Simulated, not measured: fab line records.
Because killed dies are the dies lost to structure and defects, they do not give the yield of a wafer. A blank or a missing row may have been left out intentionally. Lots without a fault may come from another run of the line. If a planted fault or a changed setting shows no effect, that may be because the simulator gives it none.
fab line records | flow sky130
record: lots: 24 wafers: 72 last_day: 50
route steps=708 shown VIA2@523 CAPM@550 VIA3@595 CAP2M@615 METAL4@631
lots untouched by any fault: they come from a run of this same line in which no faults occurred
start_h: start of the lot's first displayed wafer, in hours after the record's first day | wait_h: hours since the lot's step before | " unchanged from the row above | L1.1+2: a single row standing in for several wafers | - either no value or no given start | * or withheld: withheld | < > ~ a bound
route shown NAME@n: names a module that has steps shown in the file, with the first one's number in the route | usual: average and standard deviation across the fault-free wafers | same: alike in all rows | chamber/n: place in a boat | sites: readings site by site | _std_site: standard deviation of those values | _edge_site: mean of outer sites minus mean of inner sites | radius_mm: how far each site lies from the wafer's centre | mask NAME#n: copy n | behind: the tool/chamber that last shaped the wafer | hold: reason for holding the lot/hours on hold/outcome of the hold | device: the transistor (n, p or np) that didn't switch | end of line: the tests these same wafers got at the end of their route | for a step that has no rows: nothing shown but its recipe | killed: not the wafer's yield, but the dies lost to structure and defects at the first sort | map: per-die view of a wafer (x killed, . not killed, _ where there is no die)
set.NAME: the setting as run; set.NAME@STEP: as run at that earlier step | model.NAME: the simulator's own value behind a step, which no gauge read
a sample of lots followed through the steps of the route, with each step as a table and each wafer as a row
services: from which hour (start_h, from the record's first day; less than 0 if before it) a tool's chamber was out of use, for how many hours, and why
== steps ==
step: SKY_VIA2_STRIP_16
recipe: chemistry: O2/N2 power_w: 1400 pressure_mtorr: 1500 platen_temp_c: withheld o2_flow_sccm: 3000 n2_flow_sccm: 300 overash_fraction: 0.5
usual: drypump_motor_current_A: 5.61/0.28 oes_product_au: 0.399/0.0044 strip_time_to_endpoint_s: 4.053/0.027
columns lot.wafer tool chamber start_h wait_h drypump_motor_current_A oes_product_au rf_hours_counter_h strip_time_to_endpoint_s
L074.2 plasma_asher-02 0 844.16 0.0 5.33 0.397 73 4.088
L074.3 " 0 " " 5.32 0.404 - 4.074
L074.4 " 1 " " 5.37 0.393 - 4.041
L077.1 plasma_asher-04 0 857.71 0.0 5.88 0.395 44 4.064
L077.4 " 0 " " 5.86 0.398 - 4.017
L077.6 " 1 " " 6.02 0.394 - 4.015
L075.1 plasma_asher-04 1 859.37 0.0 6.01 0.392 45 4.044
L075.5 " 1 " " 6.02 0.392 - 4.069
L075.6 " 0 " " 5.85 0.403 - 4.031
L076.2 plasma_asher-02 0 863.37 0.0 5.32 0.401 75 4.056
L076.5 " 0 " " 5.32 0.400 - 4.062
L076.6 " 1 " " 5.39 0.404 - 4.049
L078.2 plasma_asher-02 1 868.30 0.0 5.41 0.393 75 4.055
L078.3 " 0 " " 5.29 0.388 - 4.001
L078.6 " 1 " " 5.41 0.400 - 3.999
L079.1 plasma_asher-04 1 871.22 0.0 5.99 0.406 46 4.059
L079.2 " 0 " " 5.85 0.396 46 4.056
L079.3 " 0 " " 5.86 0.404 - 4.065
L080.1 plasma_asher-04 1 889.26 0.0 6.01 0.400 48 4.033
L080.3 " 1 " " 6.02 0.399 - 4.045
L080.4 " 0 " " 5.82 0.401 - 4.043
L081.2 plasma_asher-04 0 903.11 0.0 5.88 0.399 49 4.068
L081.3 " 0 " " 5.87 0.402 - 4.005
L081.4 " 1 " " 6.01 0.395 - 4.061
L082.2 plasma_asher-02 0 905.61 0.0 5.34 0.394 80 4.055
L082.4 " 1 " " 5.35 0.402 - 4.100
L082.6 " 0 " " 5.33 0.394 - 4.091
L083.3 plasma_asher-03 0 912.34 0.1 5.37 0.400 - 4.087
L083.4 " 1 " " 5.77 0.400 - 4.066
L083.5 " 0 " " 5.36 0.393 - 4.036
L084.2 plasma_asher-04 0 924.66 0.0 5.88 0.393 52 4.062
L084.3 " 0 " " 5.86 0.399 - 4.078
L084.5 " 0 " " 5.90 0.403 - 4.061
L085.3 plasma_asher-04 0 944.04 0.1 5.87 0.396 - 4.093
L085.5 " 1 " " 5.99 0.402 - 4.095
L085.6 " 0 " " 5.85 0.394 - 4.106
L086.1 plasma_asher-02 0 948.07 0.0 5.29 0.397 84 4.038
L086.2 " 1 " " 5.36 0.401 84 4.057
L086.4 " 1 " " 5.38 0.400 - 4.018
L087.1 plasma_asher-02 0 948.92 0.1 5.29 0.405 84 4.030
L087.3 " 0 " " 5.31 0.399 - 4.041
L087.4 " 1 " " 5.41 0.399 - 4.031
L088.1 plasma_asher-04 1 952.92 0.0 6.02 0.394 54 4.080
L088.3 " 1 " " 5.99 0.400 - 4.049
L088.5 " 1 " " 6.02 0.398 - 4.024
L089.2 plasma_asher-03 0 956.91 0.0 5.37 0.393 107 4.074
L089.4 " 1 " " 5.77 0.404 - 4.082
L089.5 " 1 " " 5.75 0.398 - 4.049
L090.1 plasma_asher-02 0 966.91 0.0 5.34 0.393 86 4.054
L090.2 " 1 " " 5.37 0.400 86 4.064
L090.6 " 1 " " 5.35 0.393 - 4.025
L091.2 plasma_asher-04 0 970.11 0.0 5.87 0.396 56 4.046
L091.3 " 0 " " 5.87 0.407 - 4.087
L091.6 " 1 " " 6.00 0.398 - 4.056
L092.1 plasma_asher-02 1 974.41 0.0 5.36 0.404 87 4.019
L092.3 " 1 " " 5.34 0.408 - 4.016
L092.5 " 1 " " 5.37 0.398 - 4.064
L093.1 plasma_asher-03 1 981.37 0.0 5.75 0.403 109 4.087
L093.3 " 0 " " 5.36 0.406 - 4.032
L093.6 " 0 " " 5.38 0.397 - 4.074
L094.1 plasma_asher-02 1 997.36 0.0 5.39 0.402 89 4.040
L094.5 " 1 " " 5.39 0.390 - 4.072
L094.6 " 0 " " 5.33 0.396 - 4.063
L095.3 plasma_asher-02 0 998.59 0.1 5.36 0.393 - 4.050
L095.4 " 1 " " 5.40 0.407 - 4.070
L095.6 " 0 " " 5.33 0.398 - 3.990
L096.3 plasma_asher-03 0 1004.85 0.1 5.36 0.401 - 4.067
L096.4 " 1 " " 5.78 0.399 - 4.030
L096.6 " 1 " " 5.76 0.403 - 4.060
L097.2 plasma_asher-03 1 1016.17 0.0 5.75 0.395 112 4.025
L097.3 " 0 " " 5.34 0.400 - 4.075
L097.5 " 1 " " 5.75 0.402 - 4.071
step: SKY_CAPM_METAL_ETCH_13
recipe: target_depth_nm: 220 stop_on: SiO2 chemistry: Cl2/BCl3 target: TiN pressure_mtorr: 10 icp_w: 900 bias_w: 48.5 Cl2_flow_sccm: 60 bcl3_flow_sccm: 30 time_s: 62.9
usual: drypump_motor_current_A: 5.4/0.36 oes_product_au: 0.939/0.0079 throttle_valve_pct: 21.902/0.0096
columns lot.wafer tool chamber start_h wait_h drypump_motor_current_A oes_product_au rf_hours_counter_h throttle_valve_pct
L074.2 rie_metal-03 1 872.24 0.0 6.3 0.943 7 21.895
L074.3 " 0 " " 5.7 0.935 - 21.910
L074.4 " 1 " " 6.3 0.936 - 21.892
L077.1 rie_metal-04 1 885.81 0.0 5.0 0.942 14 21.905
L077.4 " 1 " " 5.0 0.939 - 21.877
L077.6 " 0 " " 5.1 0.941 - 21.892
L075.1 rie_metal-04 1 887.56 0.0 5.1 0.936 14 21.899
L075.5 " 0 " " 5.1 0.956 - 21.902
L075.6 " 1 " " 5.1 0.937 - 21.897
L076.2 rie_metal-03 0 891.91 0.0 5.7 0.934 7 21.901
L076.5 " 1 " " 6.3 0.930 - 21.909
L076.6 " 0 " " 5.7 0.929 - 21.913
L078.2 rie_metal-02 1 896.59 0.0 5.3 0.940 11 21.891
L078.3 " 0 " " 5.4 0.947 - 21.910
L078.6 " 1 " " 5.4 0.942 - 21.919
L079.1 rie_metal-02 1 899.99 0.0 5.3 0.948 11 21.895
L079.2 " 0 " " 5.4 0.946 15 21.893
L079.3 " 1 " " 5.3 0.950 - 21.890
L080.1 rie_metal-04 1 916.84 0.0 5.1 0.935 15 21.908
L080.3 " 1 " " 5.0 0.929 - 21.899
L080.4 " 1 " " 5.1 0.935 - 21.909
L081.2 rie_metal-02 1 930.76 0.0 5.3 0.937 13 21.922
L081.3 " 1 " " 5.3 0.929 - 21.911
L081.4 " 0 " " 5.4 0.932 - 21.903
L082.2 rie_metal-02 0 933.41 0.0 5.4 0.927 17 21.904
L082.4 " 1 " " 5.3 0.942 - 21.882
L082.6 " 1 " " 5.3 0.943 - 21.907
L083.3 rie_metal-04 1 939.91 0.0 5.1 0.946 - 21.907
L083.4 " 0 " " 5.1 0.928 - 21.903
L083.5 " 0 " " 5.1 0.932 - 21.894
L084.2 rie_metal-02 0 951.39 0.0 5.4 0.948 0 21.892
L084.3 " 1 " " 5.3 0.941 - 21.902
L084.5 " 0 " " 5.4 0.958 - 21.894
L085.3 rie_metal-03 0 968.27 0.0 5.7 0.932 - 21.909
L085.5 " 0 " " 5.7 0.938 - 21.888
L085.6 " 1 " " 6.3 0.929 - 21.915
L086.1 rie_metal-02 0 972.91 0.0 5.4 0.953 1 21.903
L086.2 " 1 " " 5.3 0.942 15 21.908
L086.4 " 1 " " 5.3 0.950 - 21.887
L087.1 rie_metal-04 0 973.21 0.0 5.1 0.937 2 21.914
L087.3 " 1 " " 5.0 0.945 - 21.900
L087.4 " 0 " " 5.1 0.938 - 21.908
L088.1 rie_metal-04 0 977.66 0.0 5.1 0.952 2 21.889
L088.3 " 0 " " 5.1 0.953 - 21.914
L088.5 " 1 " " 5.1 0.950 - 21.898
L089.2 rie_metal-03 0 982.14 0.0 5.7 0.937 12 21.917
L089.4 " 0 " " 5.7 0.937 - 21.917
L089.5 " 1 " " 6.3 0.938 - 21.889
L090.1 rie_metal-02 1 991.44 0.0 5.3 0.943 16 21.908
L090.2 " 0 " " 5.4 0.949 2 21.912
L090.6 " 1 " " 5.3 0.933 - 21.896
L091.2 rie_metal-04 1 994.81 0.0 5.0 0.941 19 21.912
L091.3 " 1 " " 5.1 0.942 - 21.890
L091.6 " 1 " " 5.1 0.936 - 21.892
L092.1 rie_metal-02 1 999.59 0.0 5.3 0.940 16 21.897
L092.3 " 1 " " 5.3 0.935 - 21.895
L092.5 " 1 " " 5.3 0.948 - 21.912
L093.1 rie_metal-02 1 1006.36 0.0 5.3 0.930 17 21.917
L093.3 " 1 " " 5.3 0.947 - 21.889
L093.6 " 1 " " 5.3 0.946 - 21.902
L094.1 rie_metal-04 0 1022.09 0.0 5.1 0.948 5 21.892
L094.5 " 0 " " 5.1 0.938 - 21.902
L094.6 " 1 " " 5.1 0.940 - 21.903
L095.3 rie_metal-03 1 1022.78 0.0 6.3 0.944 - 21.896
L095.4 " 0 " " 5.7 0.948 - 21.890
L095.6 " 1 " " 6.3 0.939 - 21.890
L096.3 rie_metal-04 0 1029.44 0.1 5.1 0.942 - 21.898
L096.4 " 0 " " 5.1 0.931 - 21.912
L096.6 " 0 " " 5.1 0.926 - 21.912
L097.2 rie_metal-02 1 1040.06 0.0 5.3 0.930 19 21.898
L097.3 " 1 " " 5.3 0.925 - 21.910
L097.5 " 0 " " 5.4 0.926 - 21.904
step: SKY_VIA3_RS_MEAS_22
recipe: thk_meas_gauge: four-point-probe reads: W_of_VIA3_CVD_21+TiN_of_VIA3_SPUTTER_20
usual: VIA3_W_RS: 0.297/0.0033
columns lot.wafer tool chamber start_h wait_h VIA3_W_RS[ohm/sq]
L074.2 film_metro-03 - 929.18 0.1 0.292
L074.3 " - " " 0.299
L074.4 " - " " 0.291
L077.1 film_metro-03 - 941.31 0.1 0.305
L077.4 " - " " 0.298
L077.6 " - " " 0.303
L075.1 film_metro-02 - 942.29 0.1 0.299
L075.5 " - " " 0.297
L075.6 " - " " 0.298
L076.2 film_metro-03 - 947.65 0.1 0.293
L076.5 " - " " 0.293
L076.6 " - " " 0.296
L078.2 film_metro-03 - 951.97 0.1 0.300
L078.3 " - " " 0.295
L078.6 " - " " 0.292
L079.1 film_metro-04 - 960.38 0.1 0.303
L079.2 " - " " 0.299
L079.3 " - " " 0.299
L080.1 film_metro-02 - 968.83 0.1 0.294
L080.3 " - " " 0.296
L080.4 " - " " 0.297
L081.2 film_metro-02 - 981.58 0.1 0.296
L081.3 " - " " 0.295
L081.4 " - " " 0.299
L082.2 film_metro-02 - 984.77 0.1 0.293
L082.4 " - " " 0.291
L082.6 " - " " 0.294
L083.3 film_metro-03 - 990.83 0.1 0.296
L083.4 " - " " 0.299
L083.5 " - " " 0.301
L084.2 film_metro-04 - 1002.54 0.1 0.296
L084.3 " - " " 0.292
L084.5 " - " " 0.293
L085.3 film_metro-02 - 1017.96 0.1 0.300
L085.5 " - " " 0.302
L085.6 " - " " 0.299
L086.1 film_metro-03 - 1022.73 0.1 0.296
L086.2 " - " " 0.296
L086.4 " - " " 0.296
L087.1 film_metro-02 - 1023.45 0.1 0.296
L087.3 " - " " 0.292
L087.4 " - " " 0.294
L088.1 film_metro-04 - 1028.35 0.1 0.298
L088.3 " - " " 0.297
L088.5 " - " " 0.297
L089.2 film_metro-03 - 1031.88 0.1 0.302
L089.4 " - " " 0.296
L089.5 " - " " 0.298
L090.1 film_metro-04 - 1039.83 0.1 0.297
L090.2 " - " " 0.297
L090.6 " - " " 0.297
L091.2 film_metro-04 - 1043.16 0.1 0.301
L091.3 " - " " 0.301
L091.6 " - " " 0.303
L092.1 film_metro-02 - 1048.09 0.1 0.293
L092.3 " - " " 0.299
L092.5 " - " " 0.297
L093.1 film_metro-04 - 1053.53 0.1 0.295
L093.3 " - " " 0.295
L093.6 " - " " 0.300
L094.1 film_metro-03 - 1068.74 0.1 0.297
L094.5 " - " " 0.298
L094.6 " - " " 0.297
L095.3 film_metro-04 - 1070.00 0.1 0.298
L095.4 " - " " 0.300
L095.6 " - " " 0.299
L096.3 film_metro-04 - 1075.73 0.1 0.296
L096.4 " - " " 0.295
L096.6 " - " " 0.297
L097.2 film_metro-03 - 1085.71 0.1 0.305
L097.3 " - " " 0.297
L097.5 " - " " 0.302
step: SKY_CAP2M_OVL_MEAS_12
usual: CAP2M_OVL: -1.0/1.6
columns lot.wafer tool chamber start_h wait_h CAP2M_OVL[nm]
L074.2 overlay-02 - 954.85 0.1 -0.3
L074.3 " - " " 1.4
L074.4 " - " " 0.1
L077.1 overlay-01 - 965.75 0.1 -0.8
L077.4 " - " " -1.4
L077.6 " - " " -2.0
L075.1 overlay-02 - 966.29 0.1 0.3
L075.5 " - " " 0.3
L075.6 " - " " -0.7
L076.2 overlay-01 - 971.66 0.1 -0.4
L076.5 " - " " -1.9
L076.6 " - " " -1.8
L078.2 overlay-02 - 976.20 0.1 -1.4
L078.3 " - " " -2.3
L078.6 " - " " -1.6
L079.1 overlay-02 - 985.49 0.1 0.4
L079.2 " - " " 2.1
L079.3 " - " " 0.1
L080.1 overlay-01 - 993.29 0.1 -4.7
L080.3 " - " " -3.5
L080.4 " - " " -1.7
L081.2 overlay-01 - 1005.76 0.1 0.2
L081.3 " - " " -1.2
L081.4 " - " " 0.1
L082.2 overlay-01 - 1008.46 0.1 -1.8
L082.4 " - " " -0.3
L082.6 " - " " -1.7
L083.3 overlay-01 - 1013.67 0.1 -3.5
L083.4 " - " " -2.5
L083.5 " - " " -4.1
L084.2 overlay-02 - 1026.20 0.1 0.9
L084.3 " - " " 0.0
L084.5 " - " " 1.7
L085.3 overlay-02 - 1040.86 0.1 0.1
L085.5 " - " " 0.1
L085.6 " - " " -2.4
L086.1 overlay-02 - 1046.10 0.1 -2.0
L086.2 " - " " -2.8
L086.4 " - " " -0.7
L087.1 overlay-02 - 1046.51 0.1 -0.5
L087.3 " - " " -0.3
L087.4 " - " " -0.9
L088.1 overlay-01 - 1050.60 0.1 0.1
L088.3 " - " " -0.5
L088.5 " - " " 0.0
L089.2 overlay-01 - 1053.31 0.1 -0.2
L089.4 " - " " 2.0
L089.5 " - " " -0.8
L090.1 overlay-01 - 1061.91 0.1 -0.8
L090.2 " - " " 0.1
L090.6 " - " " 0.3
L091.2 overlay-02 - 1065.36 0.1 -0.5
L091.3 " - " " -1.3
L091.6 " - " " -0.8
L092.1 overlay-02 - 1069.30 0.1 -2.0
L092.3 " - " " -2.8
L092.5 " - " " -1.6
L093.1 overlay-01 - 1075.75 0.1 0.2
L093.3 " - " " -1.0
L093.6 " - " " -0.1
L094.1 overlay-02 - 1090.70 0.1 1.6
L094.5 " - " " -0.5
L094.6 " - " " -0.4
L095.3 overlay-02 - 1091.81 0.1 0.7
L095.4 " - " " -0.1
L095.6 " - " " 0.5
L096.3 overlay-01 - 1097.31 0.1 -3.1
L096.4 " - " " -1.8
L096.6 " - " " -2.0
L097.2 overlay-01 - 1106.41 0.1 -3.2
L097.3 " - " " -3.1
L097.5 " - " " -3.3
step: SKY_METAL4_DESCUM_15
recipe: chemistry: O2 source_power_w: 150 bias_power_w: 0 pressure_mtorr: 10 temp_c: 40 time_s: 8
usual: drypump_motor_current_A: 5.7/0.39 oes_product_au: 1.002/0.015
columns lot.wafer tool chamber start_h wait_h drypump_motor_current_A oes_product_au rf_hours_counter_h
L074.2 rie_metal-01 0 978.57 0.0 5.9 0.974 -
L074.3 " 0 " " 5.9 0.984 -
L074.4 " 0 " " 5.9 0.978 -
L077.1 rie_metal-03 0 990.26 0.0 5.7 1.012 12
L077.4 " 1 " " 6.3 0.992 -
L077.6 " 0 " " 5.7 1.021 -
L075.1 rie_metal-04 1 990.83 0.0 5.1 1.001 18
L075.5 " 0 " " 5.1 0.992 -
L075.6 " 1 " " 5.1 1.006 -
L076.2 rie_metal-03 1 995.86 0.0 6.3 1.001 14
L076.5 " 1 " " 6.3 1.002 -
L076.6 " 0 " " 5.6 1.021 -
L078.2 rie_metal-03 1 1000.66 0.0 6.3 1.001 15
L078.3 " 1 " " 6.3 0.997 -
L078.6 " 1 " " 6.3 0.989 -
L079.1 rie_metal-01 1 1010.16 0.0 5.5 0.997 2
L079.2 " 0 " " 5.9 0.978 10
L079.3 " 0 " " 6.0 0.974 -
L080.1 rie_metal-01 0 1017.61 0.0 5.9 0.988 10
L080.3 " 1 " " 5.4 0.996 -
L080.4 " 0 " " 5.9 0.988 -
L081.2 rie_metal-01 0 1029.53 0.0 6.0 0.978 11
L081.3 " 1 " " 5.5 1.005 -
L081.4 " 0 " " 6.0 0.978 -
L082.2 rie_metal-01 1 1031.58 0.0 5.4 1.007 3
L082.4 " 0 " " 5.9 0.995 -
L082.6 " 1 " " 5.5 0.994 -
L083.3 rie_metal-04 0 1036.73 0.0 5.1 0.993 -
L083.4 " 0 " " 5.1 0.994 -
L083.5 " 0 " " 5.1 0.994 -
L084.2 rie_metal-01 1 1048.86 0.0 5.5 1.014 4
L084.3 " 1 " " 5.5 1.005 -
L084.5 " 0 " " 6.0 1.000 -
L085.3 rie_metal-01 1 1063.22 0.0 5.5 1.014 -
L085.5 " 0 " " 5.9 0.989 -
L085.6 " 1 " " 5.5 0.997 -
L086.1 rie_metal-01 1 1068.51 0.0 5.5 1.008 5
L086.2 " 0 " " 5.9 0.984 13
L086.4 " 0 " " 5.9 0.993 -
L087.1 rie_metal-04 0 1068.86 0.0 5.1 1.012 9
L087.3 " 0 " " 5.1 0.995 -
L087.4 " 1 " " 5.0 1.003 -
L088.1 rie_metal-03 0 1073.33 0.0 5.7 1.020 17
L088.3 " 1 " " 6.3 0.993 -
L088.5 " 1 " " 6.3 1.004 -
L089.2 rie_metal-01 1 1075.41 0.0 5.5 1.001 6
L089.4 " 1 " " 5.5 1.005 -
L089.5 " 0 " " 5.9 0.994 -
L090.1 rie_metal-03 1 1083.36 0.0 6.3 1.012 21
L090.2 " 0 " " 5.7 1.023 18
L090.6 " 1 " " 6.3 1.001 -
L091.2 rie_metal-04 1 1087.51 0.0 5.1 0.988 2
L091.3 " 0 " " 5.1 0.994 -
L091.6 " 1 " " 5.0 0.988 -
L092.1 rie_metal-03 0 1091.36 0.0 5.7 1.026 19
L092.3 " 1 " " 6.3 1.009 -
L092.5 " 1 " " 6.3 0.988 -
L093.1 rie_metal-03 1 1097.41 0.0 6.3 1.008 23
L093.3 " 1 " " 6.3 0.997 -
L093.6 " 0 " " 5.7 1.024 -
L094.1 rie_metal-03 0 1111.21 0.0 5.7 1.033 21
L094.5 " 0 " " 5.7 1.023 -
L094.6 " 0 " " 5.7 1.027 -
L095.3 rie_metal-03 0 1112.85 0.0 5.6 1.031 -
L095.4 " 0 " " 5.7 1.033 -
L095.6 " 0 " " 5.7 1.026 -
L096.3 rie_metal-04 0 1117.87 0.0 5.1 1.000 -
L096.4 " 1 " " 5.0 0.988 -
L096.6 " 1 " " 5.1 0.996 -
L097.2 rie_metal-03 0 1126.43 0.0 5.7 1.026 23
L097.3 " 1 " " 6.3 0.991 -
L097.5 " 0 " " 5.7 1.012 -
step: SKY_METAL4_ETCH_16
recipe: chemistry: N2/H2 target: BARC ion_energy_ev: 200 bias_w: 100 pressure_mtorr: 30 n2_flow_sccm: 100 h2_flow_sccm: 200 icp_w: 500 stop_on: SiO2 time_s: 88.2 target_depth_a: 600
usual: drypump_motor_current_A: 5.7/0.39 oes_product_au: 0.626/0.0046 throttle_valve_pct: 13.204/0.0092
columns lot.wafer tool chamber start_h wait_h drypump_motor_current_A oes_product_au rf_hours_counter_h throttle_valve_pct
L074.2 rie_metal-01 0 978.66 0.1 6.0 0.627 - 13.227
L074.3 " 0 " " 6.0 0.627 - 13.195
L074.4 " 0 " " 6.0 0.631 - 13.195
L077.1 rie_metal-03 0 990.29 0.0 5.7 0.633 12 13.208
L077.4 " 1 " " 6.3 0.626 - 13.195
L077.6 " 0 " " 5.7 0.631 - 13.215
L075.1 rie_metal-04 1 990.86 0.0 5.1 0.623 18 13.203
L075.5 " 0 " " 5.1 0.627 - 13.198
L075.6 " 1 " " 5.1 0.623 - 13.203
L076.2 rie_metal-03 1 995.89 0.0 6.3 0.626 14 13.205
L076.5 " 1 " " 6.3 0.629 - 13.218
L076.6 " 0 " " 5.7 0.637 - 13.200
L078.2 rie_metal-03 1 1000.69 0.0 6.3 0.620 15 13.191
L078.3 " 1 " " 6.3 0.635 - 13.202
L078.6 " 1 " " 6.3 0.627 - 13.205
L079.1 rie_metal-01 1 1010.19 0.0 5.5 0.617 2 13.202
L079.2 " 0 " " 5.9 0.623 10 13.197
L079.3 " 0 " " 6.0 0.623 - 13.205
L080.1 rie_metal-01 0 1017.64 0.0 5.9 0.628 10 13.202
L080.3 " 1 " " 5.5 0.621 - 13.192
L080.4 " 0 " " 5.9 0.617 - 13.194
L081.2 rie_metal-01 0 1029.56 0.0 5.9 0.633 11 13.209
L081.3 " 1 " " 5.5 0.622 - 13.213
L081.4 " 0 " " 5.9 0.625 - 13.202
L082.2 rie_metal-01 1 1031.61 0.0 5.4 0.634 3 13.196
L082.4 " 0 " " 5.9 0.623 - 13.197
L082.6 " 1 " " 5.5 0.623 - 13.208
L083.3 rie_metal-04 0 1036.84 0.1 5.1 0.617 - 13.212
L083.4 " 0 " " 5.1 0.623 - 13.207
L083.5 " 0 " " 5.1 0.628 - 13.211
L084.2 rie_metal-01 1 1048.89 0.0 5.4 0.631 4 13.205
L084.3 " 1 " " 5.5 0.633 - 13.197
L084.5 " 0 " " 5.9 0.620 - 13.201
L085.3 rie_metal-01 1 1063.28 0.0 5.5 0.626 - 13.203
L085.5 " 0 " " 5.9 0.627 - 13.201
L085.6 " 1 " " 5.5 0.629 - 13.202
L086.1 rie_metal-01 1 1068.54 0.0 5.5 0.618 5 13.196
L086.2 " 0 " " 5.9 0.630 13 13.221
L086.4 " 0 " " 6.0 0.627 - 13.212
L087.1 rie_metal-04 0 1068.89 0.0 5.1 0.630 9 13.210
L087.3 " 0 " " 5.1 0.630 - 13.201
L087.4 " 1 " " 5.1 0.624 - 13.205
L088.1 rie_metal-03 0 1073.36 0.0 5.7 0.630 17 13.206
L088.3 " 1 " " 6.3 0.628 - 13.212
L088.5 " 1 " " 6.3 0.618 - 13.202
L089.2 rie_metal-01 1 1075.44 0.0 5.5 0.630 6 13.220
L089.4 " 1 " " 5.5 0.622 - 13.208
L089.5 " 0 " " 5.9 0.620 - 13.200
L090.1 rie_metal-03 1 1083.39 0.0 6.3 0.625 21 13.202
L090.2 " 0 " " 5.7 0.624 18 13.214
L090.6 " 1 " " 6.3 0.624 - 13.205
L091.2 rie_metal-04 1 1087.54 0.0 5.0 0.626 2 13.196
L091.3 " 0 " " 5.1 0.617 - 13.214
L091.6 " 1 " " 5.0 0.626 - 13.206
L092.1 rie_metal-03 0 1091.39 0.0 5.7 0.621 19 13.190
L092.3 " 1 " " 6.2 0.618 - 13.190
L092.5 " 1 " " 6.3 0.623 - 13.215
L093.1 rie_metal-03 1 1097.44 0.0 6.3 0.623 23 13.198
L093.3 " 1 " " 6.3 0.626 - 13.218
L093.6 " 0 " " 5.7 0.618 - 13.217
L094.1 rie_metal-03 0 1111.28 0.1 5.7 0.632 21 13.207
L094.5 " 0 " " 5.7 0.621 - 13.205
L094.6 " 0 " " 5.7 0.623 - 13.204
L095.3 rie_metal-03 0 1112.96 0.1 5.7 0.628 - 13.212
L095.4 " 0 " " 5.7 0.627 - 13.213
L095.6 " 0 " " 5.7 0.623 - 13.193
L096.3 rie_metal-04 0 1117.93 0.0 5.2 0.629 - 13.199
L096.4 " 1 " " 5.1 0.629 - 13.208
L096.6 " 1 " " 5.1 0.620 - 13.225
L097.2 rie_metal-03 0 1126.46 0.0 5.7 0.633 23 13.209
L097.3 " 1 " " 6.3 0.629 - 13.190
L097.5 " 0 " " 5.7 0.625 - 13.210
== services ==
columns tool chamber start_h hours kind
rie_metal-01 0 828.44 - clean
rie_metal-01 0 828.44 14.7 scheduled_down
rie_metal-01 0 828.44 14.7 vent_cycle
rie_metal-04 - 831.53 1.9 repair
rie_metal-02 - 840.27 11.4 repair
rie_metal-03 0 840.89 1.6 repair
rie_metal-04 1 850.05 2.0 repair
rie_metal-04 - 866.57 0.4 repair
plasma_asher-03 - 885.57 15.6 repair
rie_metal-04 0 904.71 - clean
rie_metal-04 0 904.71 18.9 scheduled_down
rie_metal-04 0 904.71 18.9 vent_cycle
rie_metal-01 1 948.49 - clean
rie_metal-01 1 948.49 32.2 scheduled_down
plasma_asher-03 - 953.65 2.6 repair
plasma_asher-03 - 965.28 2.8 repair
rie_metal-04 1 1026.84 - clean
rie_metal-04 1 1026.84 25.6 scheduled_down
rie_metal-04 1 1026.84 25.6 vent_cycle
rie_metal-02 0 1034.19 5.0 repair
plasma_asher-03 - 1055.25 9.0 pm
plasma_asher-04 - 1083.95 14.6 pm
rie_metal-04 1 1094.44 3.6 repair
rie_metal-03 1 1099.01 17.2 repair
== key ==
fault none
